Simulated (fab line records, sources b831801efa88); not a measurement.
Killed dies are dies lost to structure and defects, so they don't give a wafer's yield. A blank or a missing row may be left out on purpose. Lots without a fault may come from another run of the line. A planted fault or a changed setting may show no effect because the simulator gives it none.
Which tool did it? | flow sky130 | 6 lots, 17 wafers sampled, at 3 steps of a route of 708

WHAT THE GAUGES READ, wafer by wafer
SKY_CONTACT_THK_MEAS_01.
lot  | measured     | on            | CONTACT_CVD_00_THK (nm)
L488 | day 31 07:28 | film_metro-02 | 74.9 75.4 75.0
L495 | day 33 09:56 | film_metro-01 | 73.0 40.0
L502 | day 35 12:41 | film_metro-02 | 74.0 76.1 75.3
L504 | day 36 05:47 | film_metro-01 | 74.3 74.3 74.4
L506 | day 36 19:57 | film_metro-04 | 74.8 75.9 75.8
L509 | day 37 21:52 | film_metro-04 | 74.3 74.4 76.1

WHICH TOOL RAN EACH LOT (tool, then ch and the chambers of the sampled wafers, then the start)
lot  | SKY_LDD_P_STRIP_10                   | SKY_CONTACT_CVD_00
L488 | plasma_asher-03 ch 0,1, day 19 21:16 | pecvd-04 ch 0,1,2, day 31 07:25
L495 | plasma_asher-01 ch 1, day 22 11:44   | pecvd-04 ch 0,2, day 33 09:53
L502 | plasma_asher-01 ch 1, day 24 18:41   | pecvd-03 ch 0,2, day 35 12:38
L504 | plasma_asher-03 ch 0,1, day 25 15:03 | pecvd-01 ch 0,2, day 36 05:44
L506 | plasma_asher-01 ch 1, day 26 07:49   | pecvd-03 ch 0,1, day 36 19:55
L509 | plasma_asher-02 ch 1, day 27 13:08   | pecvd-01 ch 0,1,2, day 37 21:49
- SKY_LDD_P_STRIP_10: strips in O2/N2.
- SKY_CONTACT_CVD_00: deposits Si3N4, target thk 75 nm.

THE ANSWER, worked out from the rows above alone
Rule: what is usual is taken from the lots themselves. Put in order of their means at a reading, lots are off if they are a third of the lots or fewer, leave a main group of 4 or more, and stand apart from it by a gap of 3 or more times the standard deviation of the main group's means; of several such gaps the widest counts. A main group whose means are all the same, to the digits that the tables above print for the reading, isn't used. A lot without any number at a reading at which 4 lots or more have one is off too. The other lots that the step has rows for count as sound.
Off: L495, at SKY_CONTACT_THK_MEAS_01 (CONTACT_CVD_00_THK). The main group: mean 75.0 nm, standard deviation 0.38.
A tool fits if, at a process step before that reading, it ran every lot that is off, and no sound lot after the first of them. The gauges at SKY_CONTACT_THK_MEAS_01 are tried like those tools. One fits: pecvd-04 at SKY_CONTACT_CVD_00. Its last sound lot is L488 (day 31 07:25), its first lot that is off L495 (day 33 09:53): a fault that began between those two fits.

WHAT THE SIMULATOR HAD PUT IN
Process parameter drift: pecvd-04, from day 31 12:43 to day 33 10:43, at SKY_CONTACT_CVD_00. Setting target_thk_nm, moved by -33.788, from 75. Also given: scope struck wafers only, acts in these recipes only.
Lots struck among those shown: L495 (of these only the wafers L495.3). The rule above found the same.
